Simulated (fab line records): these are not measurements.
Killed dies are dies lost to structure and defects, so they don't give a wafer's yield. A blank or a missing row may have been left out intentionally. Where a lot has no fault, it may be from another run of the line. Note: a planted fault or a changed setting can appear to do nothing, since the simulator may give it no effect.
Matching of chambers ; flow sfq_line ; 4 sister chambers for SFQ_TRILAYER_A5B_CMP_CMP_130 on cmp-02
The step polishes, stops on Nb, target thk 340.7 nm. 4 wafers are shown with their chamber, then 8 later ones without.

WAFERS PAIRED WITH THEIR CHAMBERS
wafer;chamber;motor_current_A (A)
L822.4;3;9.4
L825.3;1;11.9
L825.4;2;9.0
L831.1;0;9.7

WAFERS WITH NO CHAMBER GIVEN
wafer;motor_current_A (A)
L831.3;11.2
L831.4;9.4
L832.1;9.1
L832.3;9.3
L832.4;11.3
L836.1;10.4
L836.3;11.7
L836.5;9.9

WHICH CHAMBER EACH WENT THROUGH
wafer;from the rows above;in truth
L831.3;can't be placed: 1 or 0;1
L831.4;can't be placed: 3 or 0 or 2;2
L832.1;can't be placed: 2 or 3 or 0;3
L832.3;can't be placed: 3 or 2 or 0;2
L832.4;1;1
L836.1;can't be placed: 0 or 3 or 2 or 1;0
L836.3;1;1
L836.5;can't be placed: 0 or 3 or 2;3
Correct placement for 2 of the 8. These rows do not allow placing 6 (true chamber among the candidates in 6). Placed wrongly: 0.
How it was worked out, from the rows above alone: a wafer's distance from a chamber is the root of the sum, over the readings, of the square of ((its reading less the chamber's mean) divided by the reading's scatter). If the next closest chamber is less than 2 further off than the closest, the wafer can't be placed; otherwise it belongs to the closest. Each chamber's mean is taken over the wafers shown for it. The scatter: with one shown wafer a chamber, the root of the mean of the squares of how far each hidden wafer lies from its nearest shown one.
